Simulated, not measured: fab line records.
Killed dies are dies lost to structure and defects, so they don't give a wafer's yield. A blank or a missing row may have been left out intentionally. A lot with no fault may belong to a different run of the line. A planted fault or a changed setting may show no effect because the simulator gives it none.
Comparing a struck lot with a sound one ; flow sfq_line ; 15 steps out of a route of 325
Sound: wafers L962.1, L962.5, L962.6. Struck: wafer L960.3 (L960.1, L960.2, from the same lot, were not struck and are left out); the cause is given at the end.
For every step that has rows: the tool of each side, followed by ch and its chambers, followed by its first start. Under that, the readings that differ: sound wafers ; struck wafers ; difference of the means ; sigmas: that difference in standard deviations of wafers without a fault.
alike: readings whose means differ by less than 2 such deviations, and words and numbers that are the same on both sides. not compared: withheld readings, readings that some wafer has no value for, bounds like >300 that may hide the same value, and numbers for which the record gives no deviation and whose values overlap.
A row with sigmas, a row that says differs or no value, or rows on one side alone: a step with any of these is where the two part. Numbers that have no deviation but don't overlap get no sigmas and don't part them. A reading that every wafer of one side lacks parts them only if that side has two wafers or more.

first, 1 step without rows for these wafers: SFQ_TRILAYER_M3_STRIP_SOLV_CLEAN_080 (cleans in NMP, time 600 s).
SFQ_TRILAYER_I3_DEP_PECVD_081: deposits SiO2 from SiH4/N2O, time 111.11 s, target thk 500 nm.
  sound on pecvd-01 ch 0,1,2, day 43 15:47; struck on pecvd-02 ch 1, day 42 22:59
reading;sound;struck;difference;sigmas
heater_power_w (W);66 69 78;102;+31;+3
  alike: throttle_valve_pct
SFQ_TRILAYER_I3_CMP_CMP_082: polishes SiO2.
  sound on cmp-02 ch 0,1,3, day 44 07:17; struck on cmp-02 ch 2, day 43 11:47
  alike: motor_current_A, slurry_filter_dp_kPa, time_to_endpoint_s
SFQ_I3_BOW_MEAS_922:
  sound on film_metro-02 at day 44 08:47; struck on film_metro-02 at day 43 14:47
  alike: I3_BOW
SFQ_TRILAYER_I3_METRO_MEASURE_083:
  sound on film_metro-02 at day 44 08:54; struck on film_metro-02 at day 43 14:54
  alike: thk_nm
then, 6 steps without rows for these wafers: SFQ_TRILAYER_I3_VIA_LITHO_COAT_090 (resist thk 62 nm); SFQ_TRILAYER_I3_VIA_LITHO_COAT_085 (resist thk 650 nm); SFQ_TRILAYER_I3_VIA_LITHO_SOFTBAKE_089; SFQ_TRILAYER_I3_VIA_LITHO_EXPOSE_086 (exposes mask I3, target cd 500 nm); SFQ_TRILAYER_I3_VIA_LITHO_PEB_088 (peb time 60 s); SFQ_TRILAYER_I3_VIA_LITHO_DEVELOP_087 (time 60 s).
-- the record jumps here: 6 days lie between the struck wafers' starts before and after --
SFQ_I3_OVL_MEAS_923:
  sound on overlay-01 at day 49 23:55; struck on overlay-01 at day 49 07:07
  alike: I3_OVL
SFQ_TRILAYER_I3_VIA_BARC_OPEN_VIA_ETCH_121: etches BARC in O2, target depth 125 nm, time 41.7 s.
  sound on rie_diel-03 ch 0,1,3, day 49 23:58; struck on rie_diel-04 ch 1, day 49 07:10
reading;sound;struck;difference;sigmas
model.KrF_of_TRILAYER_I3_VIA_LITHO_COAT_085.thk_nm (nm);575 572.2 574.8;591.1;+17.1;
  alike: drypump_motor_current_A, oes_product_au
  not compared: rf_hours_counter_h
SFQ_TRILAYER_I3_VIA_ETCH_VIA_ETCH_088: etches SiO2 in CHF3, stops on Nb, target depth 260 nm.
  sound on rie_diel-03 ch 0,1,3, day 50 00:00; struck on rie_diel-04 ch 1, day 49 07:12
reading;sound;struck;difference;sigmas
model.KrF_of_TRILAYER_I3_VIA_LITHO_COAT_085.thk_nm (nm);530.8 526.4 529.6;546.4;+17.5;
  alike: drypump_motor_current_A, oes_product_au
SFQ_TRILAYER_I3_VIA_STRIP_STRIP_089: strips in O2.
  sound on rie_metal-04 ch 0,1, day 50 00:07; struck on rie_metal-03 ch 0, day 49 07:19
  alike: drypump_motor_current_A, oes_product_au
  not compared: rf_hours_counter_h

== WHERE THEY PART ==
Within this record, at SFQ_TRILAYER_I3_DEP_PECVD_081 only. Later steps at which nothing parts them and some readings are alike: SFQ_TRILAYER_I3_CMP_CMP_082, SFQ_I3_BOW_MEAS_922, SFQ_TRILAYER_I3_METRO_MEASURE_083, SFQ_I3_OVL_MEAS_923, SFQ_TRILAYER_I3_VIA_BARC_OPEN_VIA_ETCH_121, SFQ_TRILAYER_I3_VIA_ETCH_VIA_ETCH_088, SFQ_TRILAYER_I3_VIA_STRIP_STRIP_089.

WHY: what the simulator had put in
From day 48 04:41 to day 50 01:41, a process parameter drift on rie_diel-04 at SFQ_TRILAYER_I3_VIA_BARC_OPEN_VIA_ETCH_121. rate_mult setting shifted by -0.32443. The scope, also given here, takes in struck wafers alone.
